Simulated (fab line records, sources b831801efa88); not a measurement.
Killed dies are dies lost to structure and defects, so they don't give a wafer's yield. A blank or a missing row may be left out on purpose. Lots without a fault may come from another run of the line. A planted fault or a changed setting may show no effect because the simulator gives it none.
Which tool did it? | flow gf180mcu | 11 lots, 33 wafers sampled, at 6 steps of a route of 602

WHAT THE GAUGES READ, wafer by wafer
GF_STI_CD_MEAS_12: target cd 220 nm.
lot  | measured    | on        | cd_nm (nm)
L657 | day 2 00:56 | cd_sem-01 | 218.8 218.1 218.6
L658 | day 2 06:45 | cd_sem-01 | 223.1 222.3 222.3
L660 | day 2 17:37 | cd_sem-01 | 220.5 220.1 220.6
L663 | day 3 07:43 | cd_sem-01 | 222.1 221.7 222.2
L670 | day 4 19:35 | cd_sem-02 | 221.4 220.9 220.8
L674 | day 5 17:31 | cd_sem-01 | 220.9 219.8 220.3
L675 | day 5 22:34 | cd_sem-02 | 221.8 220.2 221.7
L676 | day 6 02:58 | cd_sem-02 | 221.3 220.9 220.7
L677 | day 6 08:31 | cd_sem-01 | 220.3 220.8 219.6
L678 | day 6 13:07 | cd_sem-01 | 220.4 221.4 220.3
L680 | day 6 23:16 | cd_sem-02 | 218.7 218.2 218.8

GF_MVSD_TW_MEAS_11.
lot  | measured    | on            | MVSD_TW
L657 | day 4 09:53 | film_metro-02 | 1586 1587 1584
L658 | day 4 15:42 | film_metro-01 | 1610 1598 1596
L660 | day 5 05:25 | film_metro-01 | 1664 1648 1657 1655 1647 1649
L663 | day 5 23:44 | film_metro-03 | 1652 1654 1650 1645 1652 1650
L670 | day 7 12:32 | film_metro-01 | 1592 1588 1595
L674 | day 8 12:38 | film_metro-01 | 1595 1606 1599
L675 | day 8 18:38 | film_metro-03 | 1596 1601 1592
L676 | day 8 23:26 | film_metro-02 | 1577 1584 1596
L677 | day 9 06:53 | film_metro-01 | 1603 1608 1602
L678 | day 9 10:44 | film_metro-02 | 1591 1588 1589
L680 | day 9 21:58 | film_metro-03 | 1608 1608 1607

GF_VT_IMPLANT_RS_MEAS_46: measures by four-point-probe.
lot  | measured     | on            | MVSD_RS (ohm/sq)
L657 | day 7 10:13  | film_metro-02 | 445.2 444.8 445.6
L658 | day 7 18:29  | film_metro-02 | 446.0 446.7 446.7
L660 | day 8 09:19  | film_metro-01 | 392.9 393.4 393.3 393.0 394.1 393.7
L663 | day 9 08:14  | film_metro-03 | 391.9 392.3 392.9 391.7 392.4 392.8
L670 | day 11 03:14 | film_metro-02 | 445.6 445.1 445.0
L674 | day 12 05:02 | film_metro-02 | 445.1 445.5 445.1
L675 | day 12 11:36 | film_metro-03 | 446.4 445.8 446.4
L676 | day 12 18:09 | film_metro-03 | 446.5 445.7 444.9
L677 | day 13 00:51 | film_metro-02 | 443.4 444.9 443.6
L678 | day 13 05:14 | film_metro-02 | 446.2 446.0 445.7
L680 | day 13 17:39 | film_metro-02 | 443.9 445.1 443.7

WHICH TOOL RAN EACH LOT (tool, then ch and the chambers of the sampled wafers, then the start)
lot  | GF_DNWELL_STRIP_08                  | GF_LVPWELL_STRIP_10                 | GF_MVSD_IMPLANT_09
L657 | plasma_asher-02 ch 0,1, day 2 18:40 | plasma_asher-03 ch 0,1, day 3 19:41 | implanter-04 ch 0, day 4 09:39
L658 | plasma_asher-04 ch 0,1, day 3 00:11 | plasma_asher-01 ch 0,1, day 4 01:43 | implanter-04 ch 0, day 4 15:29
L660 | plasma_asher-04 ch 0, day 3 12:04   | plasma_asher-03 ch 0,1, day 4 15:02 | implanter-01 ch 0, day 5 04:52
L663 | plasma_asher-01 ch 0,1, day 4 04:04 | plasma_asher-03 ch 0,1, day 5 08:29 | implanter-04 ch 0, day 5 23:11
L670 | plasma_asher-04 ch 0, day 5 14:15   | plasma_asher-02 ch 0,1, day 6 20:59 | implanter-01 ch 0, day 7 12:18
L674 | plasma_asher-04 ch 0,1, day 6 12:31 | plasma_asher-01 ch 1, day 7 19:35   | implanter-04 ch 0, day 8 12:24
L675 | plasma_asher-01 ch 0,1, day 6 17:54 | plasma_asher-03 ch 0,1, day 8 01:38 | implanter-01 ch 0, day 8 18:23
L676 | plasma_asher-04 ch 0,1, day 6 22:52 | plasma_asher-03 ch 0,1, day 8 06:32 | implanter-03 ch 0, day 8 23:11
L677 | plasma_asher-01 ch 1, day 7 04:54   | plasma_asher-02 ch 0,1, day 8 13:35 | implanter-03 ch 0, day 9 06:38
L678 | plasma_asher-04 ch 0,1, day 7 08:25 | plasma_asher-02 ch 0,1, day 8 17:26 | implanter-04 ch 0, day 9 10:29
L680 | plasma_asher-01 ch 0,1, day 7 19:24 | plasma_asher-03 ch 0,1, day 9 04:17 | implanter-03 ch 0, day 9 21:43
- GF_DNWELL_STRIP_08: strips in O2/N2.
- GF_LVPWELL_STRIP_10: strips in O2/N2.
- GF_MVSD_IMPLANT_09

WHAT THE TOOLS THEMSELVES READ (means of the sampled wafers that have a number; where no wafer has one, the mark that the record gives instead)
GF_DNWELL_STRIP_08.
lot  | tool            | drypump_motor_current_A (A) | heater_power_w (W) | oes_product_au (a.u.) | platen_temp_c (C) | strip_time_to_endpoint_s (s)
L657 | plasma_asher-02 | 5.83                        | 333                | 0.720                 | 250.01            | 36.92
L658 | plasma_asher-04 | 5.51                        | 415                | 0.720                 | 249.96            | 36.96
L660 | plasma_asher-04 | 5.48                        | 353                | 0.722                 | 249.89            | 36.96
L663 | plasma_asher-01 | 5.28                        | 339                | 0.721                 | 250.20            | 37.06
L670 | plasma_asher-04 | 5.50                        | 355                | 0.722                 | 249.95            | 36.95
L674 | plasma_asher-04 | 5.48                        | 391                | 0.723                 | 250.06            | 36.83
L675 | plasma_asher-01 | 5.31                        | 322                | 0.724                 | 249.92            | 37.02
L676 | plasma_asher-04 | 5.49                        | 412                | 0.715                 | 249.97            | 36.84
L677 | plasma_asher-01 | 5.31                        | 304                | 0.723                 | 249.86            | 36.92
L678 | plasma_asher-04 | 5.47                        | 383                | 0.719                 | 250.11            | 36.96
L680 | plasma_asher-01 | 5.29                        | 338                | 0.720                 | 250.20            | 36.84

GF_LVPWELL_STRIP_10.
lot  | tool            | drypump_motor_current_A (A) | heater_power_w (W) | oes_product_au (a.u.) | platen_temp_c (C) | strip_time_to_endpoint_s (s)
L657 | plasma_asher-03 | 5.69                        | 371                | 0.722                 | 250.34            | 37.08
L658 | plasma_asher-01 | 5.31                        | 323                | 0.720                 | 250.10            | 37.02
L660 | plasma_asher-03 | 5.62                        | 370                | 0.719                 | 250.19            | 36.99
L663 | plasma_asher-03 | 5.67                        | 374                | 0.724                 | 249.84            | 37.08
L670 | plasma_asher-02 | 5.68                        | 337                | 0.716                 | 250.00            | 36.93
L674 | plasma_asher-01 | 5.30                        | 307                | 0.721                 | 249.94            | 36.99
L675 | plasma_asher-03 | 5.70                        | 367                | 0.719                 | 250.12            | 36.91
L676 | plasma_asher-03 | 5.70                        | 368                | 0.720                 | 249.82            | 37.07
L677 | plasma_asher-02 | 5.68                        | 332                | 0.725                 | 249.94            | 36.96
L678 | plasma_asher-02 | 5.69                        | 331                | 0.723                 | 250.03            | 37.07
L680 | plasma_asher-03 | 5.64                        | 372                | 0.723                 | 249.81            | 36.90

GF_MVSD_IMPLANT_09.
lot  | tool         | beam_energy_keV | faraday_current_uA
L657 | implanter-04 | 100.02          | 28.6
L658 | implanter-04 | 100.01          | 28.2
L660 | implanter-01 | 99.97           | 27.9
L663 | implanter-04 | 100.00          | 28.4
L670 | implanter-01 | 100.01          | 28.0
L674 | implanter-04 | 100.01          | 28.5
L675 | implanter-01 | 99.99           | 27.8
L676 | implanter-03 | 99.98           | 28.4
L677 | implanter-03 | 100.01          | 27.1
L678 | implanter-04 | 100.04          | 28.2
L680 | implanter-03 | 100.00          | 28.6

THE ANSWER, worked out from the rows above alone
Rule: what is usual is taken from the lots themselves. Put in order of their means at a reading, lots are off if they are a third of the lots or fewer, leave a main group of 4 or more, and stand apart from it by a gap of 3 or more times the standard deviation of the main group's means; of several such gaps the widest counts. A main group whose means are all the same, to the digits that the tables above print for the reading, isn't used. A lot without any number at a reading at which 4 lots or more have one is off too. The other lots that the step has rows for count as sound. The gauges are gone through in route order, then the tools' own readings, and for those a lot's mean is taken as printed above. The first step at which some lot is off is used, and at that step the reading that is off furthest; a lot without a number counts as furthest.
Off: L660, L663, at GF_MVSD_TW_MEAS_11 (MVSD_TW). The main group: mean 1596, standard deviation 7.6.
A tool fits if, at a process step before that reading, it ran every lot that is off, and no sound lot after the first of them. The gauges at GF_MVSD_TW_MEAS_11 are tried like those tools. None of those tried fits.

WHAT THE SIMULATOR HAD PUT IN
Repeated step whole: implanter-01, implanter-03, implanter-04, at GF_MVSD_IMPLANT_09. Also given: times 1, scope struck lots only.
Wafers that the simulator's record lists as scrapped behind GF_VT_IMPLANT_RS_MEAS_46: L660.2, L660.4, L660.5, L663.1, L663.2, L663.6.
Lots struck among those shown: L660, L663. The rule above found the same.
